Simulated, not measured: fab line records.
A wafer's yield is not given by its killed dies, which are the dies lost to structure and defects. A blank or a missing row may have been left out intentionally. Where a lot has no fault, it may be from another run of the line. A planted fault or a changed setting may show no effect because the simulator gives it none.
Which tool is to blame? -- flow sky130 -- Sampling: 13 lots, 39 wafers, 4 of 708 route steps

## WHAT THE GAUGES READ, wafer by wafer
SKY_LDD_LDN_OVL_MEAS_07. Usual: LDD_LDN_OVL gives -1.1 nm (standard deviation 1.3).
lot,measured,on,LDD_LDN_OVL (nm),flag
L779,day 23 12:40,overlay-01,-1.8 -0.5 -1.4,
L780,day 23 14:32,overlay-01,0.6 -0.6 -0.5,
L781,day 23 22:27,overlay-01,-2.4 -3.1 -3.8,
L782,day 24 03:10,overlay-01,-3.1 -2.4 -1.0,
L783,day 24 16:19,overlay-01,-2.2 -3.1 -1.6,
L784,day 24 19:08,overlay-01,-2.8 -3.5 -3.0,
L788,day 26 23:34,overlay-02,0.5 1.5 0.5,
L794,day 28 09:51,overlay-02,-3.1 -3.1 -1.8,
L795,day 28 16:10,overlay-01,-0.3 -0.5 -0.5,
L796,day 29 05:49,overlay-01,-2.6 -2.9 -1.2,
L798,day 29 17:37,overlay-01,-1.7 -1.9 -2.3,
L799,day 29 19:29,overlay-01,0.9 -1.4 -1.0,
L801,day 31 05:53,overlay-02,-0.4 -0.8 -0.4,

SKY_POLY_CUT_CD_MEAS_08 targets a cd of 270 nm. Usual: cd_nm 269.7 nm, standard deviation 1.3.
lot,measured,on,cd_nm (nm),flag
L779,day 24 20:58,cd_sem-01,268.5 270.7 268.9,
L780,day 25 01:26,cd_sem-01,269.2 267.6 268.7,
L781,day 25 06:49,cd_sem-02,268.9 269.5 268.7,
L782,day 25 11:17,cd_sem-02,272.4 273.0 273.6,
L783,day 26 00:17,cd_sem-02,268.0 269.1 269.5,
L784,day 26 02:59,cd_sem-01,270.8 270.5 271.0,
L788,day 28 05:43,cd_sem-01,268.7 270.8 270.5,
L794,day 29 16:43,cd_sem-01,269.5 268.3 269.2,
L795,day 29 23:04,cd_sem-01,269.1 267.8 269.2,
L796,day 30 12:23,cd_sem-01,269.1 268.4 268.7,
L798,day 31 03:07,cd_sem-02,270.5 269.9 269.2,
L799,day 31 03:24,cd_sem-02,269.7 268.1 269.3,
L801,day 32 13:21,cd_sem-02,268.6 269.1 269.4,

## WHAT TOOL EACH LOT RAN ON (gives the tool, then ch and the chambers of the sampled wafers, and finally the start)
lot,SKY_LDD_N_STRIP_16,SKY_LDD_LDN_EXPOSE_04
L779,"plasma_asher-01 ch 0,1, day 18 09:40","iline_stepper-02 ch 0, day 22 22:27"
L780,"plasma_asher-03 ch 1, day 18 10:37","iline_stepper-01 ch 0, day 22 23:54"
L781,"plasma_asher-01 ch 0,1, day 18 17:26","iline_stepper-01 ch 0, day 23 07:03"
L782,"plasma_asher-02 ch 0,1, day 18 23:31","iline_stepper-02 ch 0, day 23 12:21"
L783,"plasma_asher-01 ch 0,1, day 19 14:49","iline_stepper-01 ch 0, day 24 01:21"
L784,"plasma_asher-03 ch 0,1, day 19 16:46","iline_stepper-01 ch 0, day 24 04:22"
L788,"plasma_asher-01 ch 0,1, day 21 22:11","iline_stepper-01 ch 0, day 26 08:30"
L794,"plasma_asher-02 ch 0,1, day 23 12:35","iline_stepper-01 ch 0, day 27 19:45"
L795,"plasma_asher-02 ch 0,1, day 23 17:20","iline_stepper-01 ch 0, day 28 01:49"
L796,"plasma_asher-02 ch 0,1, day 24 08:01","iline_stepper-01 ch 0, day 28 16:00"
L798,"plasma_asher-03 ch 0,1, day 24 20:23","iline_stepper-01 ch 0, day 29 03:36"
L799,"plasma_asher-02 ch 0,1, day 24 23:08","iline_stepper-01 ch 0, day 29 05:20"
L801,"plasma_asher-03 ch 0,1, day 26 12:11","iline_stepper-01 ch 0, day 30 17:10"
- SKY_LDD_N_STRIP_16: strips in O2/N2.
- SKY_LDD_LDN_EXPOSE_04: exposes mask LDNTM, target cd 700 nm.

## WHAT THE TOOLS THEMSELVES READ (means of the sampled wafers that have a number; where no wafer has one, the mark that the record gives instead)
SKY_LDD_N_STRIP_16. Usual: drypump_motor_current_A 6.0 A, standard deviation 0.47; oes_product_au 0.407 a.u., standard deviation 0.0047; strip_time_to_endpoint_s 4.317 s, standard deviation 0.016.
lot,tool,drypump_motor_current_A (A),oes_product_au (a.u.),strip_time_to_endpoint_s (s),flag
L779,plasma_asher-01,6.3,0.408,4.331,
L780,plasma_asher-03,6.2,0.401,4.301,
L781,plasma_asher-01,6.4,0.408,4.320,
L782,plasma_asher-02,5.4,0.409,4.330,
L783,plasma_asher-01,6.1,0.404,4.315,
L784,plasma_asher-03,6.1,0.408,4.332,
L788,plasma_asher-01,6.4,0.406,4.316,
L794,plasma_asher-02,5.3,0.406,4.336,
L795,plasma_asher-02,5.3,0.406,4.316,
L796,plasma_asher-02,5.3,0.403,4.327,
L798,plasma_asher-03,6.1,0.406,4.334,
L799,plasma_asher-02,5.4,0.403,4.299,
L801,plasma_asher-03,6.1,0.408,4.313,

## THE ANSWER, worked out from the rows above alone
Rule: take the mean of a lot's wafers that have a number; if it is more than 3 standard deviations from the usual mean, the lot is off. Also off: a lot with no number at a reading for which 4 or more lots have one. Where the step has rows for the other lots, those lots are counted as sound. After the gauges, taken in route order, come the tools' own readings; for these a lot's mean is taken, as printed above. At the first step where some lot is off, the reading lying furthest off is the one used; lots without a number count as furthest.
None of the lots is off at any reading shown; this tells nothing.

## WHAT HAD BEEN PUT IN BY THE SIMULATOR
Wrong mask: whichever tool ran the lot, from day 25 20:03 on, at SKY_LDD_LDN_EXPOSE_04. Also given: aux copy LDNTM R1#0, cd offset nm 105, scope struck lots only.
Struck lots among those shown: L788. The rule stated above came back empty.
